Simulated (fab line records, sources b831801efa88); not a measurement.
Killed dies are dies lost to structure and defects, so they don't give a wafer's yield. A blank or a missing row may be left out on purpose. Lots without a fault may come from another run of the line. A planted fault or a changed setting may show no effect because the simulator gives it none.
Which tool did it? | flow sky130 | 6 lots, 18 wafers sampled, at 3 steps of a route of 708

WHAT THE GAUGES READ, wafer by wafer
SKY_SD_N_RS_MEAS_18: measures by four-point-probe.
lot  | measured     | on            | RES_XHIGH_RS (ohm/sq)
L192 | day 28 08:07 | film_metro-03 | 333.9 334.9 332.6
L194 | day 29 06:34 | film_metro-04 | 331.7 333.0 333.0
L198 | day 30 16:14 | film_metro-03 | 334.5 335.0 334.6
L200 | day 31 08:41 | film_metro-02 | 331.8 331.6 332.0
L202 | day 32 00:59 | film_metro-02 | 349.1 332.9 349.5
L211 | day 34 23:17 | film_metro-04 | 335.7 335.0 335.5

WHICH TOOL RAN EACH LOT (tool, then ch and the chambers of the sampled wafers, then the start)
lot  | SKY_SPACER_ETCHBACK_02             | SKY_RES_XHIGH_IMPLANT_07
L192 | rie_diel-01 ch 0,2,3, day 23 09:39 | implanter-01 ch 0, day 27 02:19
L194 | rie_diel-04 ch 0,2,3, day 24 10:07 | implanter-04 ch 0, day 28 01:38
L198 | rie_diel-04 ch 1,2, day 25 22:28   | implanter-04 ch 0, day 29 12:12
L200 | rie_diel-03 ch 1,2,3, day 26 14:31 | implanter-03 ch 0, day 30 03:50
L202 | rie_diel-04 ch 2,3, day 27 07:33   | implanter-03 ch 0, day 30 20:13
L211 | rie_diel-01 ch 2,3, day 30 10:13   | implanter-04 ch 0, day 33 20:01
- SKY_SPACER_ETCHBACK_02: etches Si3N4 in CH3F/O2, stops on SiO2, time 46.7 s, target depth 45 nm.
- SKY_RES_XHIGH_IMPLANT_07

THE ANSWER, worked out from the rows above alone
Rule: what is usual is taken from the lots themselves. Put in order of their means at a reading, lots are off if they are a third of the lots or fewer, leave a main group of 4 or more, and stand apart from it by a gap of 3 or more times the standard deviation of the main group's means; of several such gaps the widest counts. A main group whose means are all the same, to the digits that the tables above print for the reading, isn't used. A lot without any number at a reading at which 4 lots or more have one is off too. The other lots that the step has rows for count as sound.
Off: L202, at SKY_SD_N_RS_MEAS_18 (RES_XHIGH_RS). The main group: mean 333.7 ohm/sq, standard deviation 1.3.
A tool fits if, at a process step before that reading, it ran every lot that is off, and no sound lot after the first of them. The gauges at SKY_SD_N_RS_MEAS_18 are tried like those tools. Can't be told from this: 3 tools fit, rie_diel-04 at SKY_SPACER_ETCHBACK_02, implanter-03 at SKY_RES_XHIGH_IMPLANT_07, film_metro-02 at SKY_SD_N_RS_MEAS_18.

WHAT THE SIMULATOR HAD PUT IN
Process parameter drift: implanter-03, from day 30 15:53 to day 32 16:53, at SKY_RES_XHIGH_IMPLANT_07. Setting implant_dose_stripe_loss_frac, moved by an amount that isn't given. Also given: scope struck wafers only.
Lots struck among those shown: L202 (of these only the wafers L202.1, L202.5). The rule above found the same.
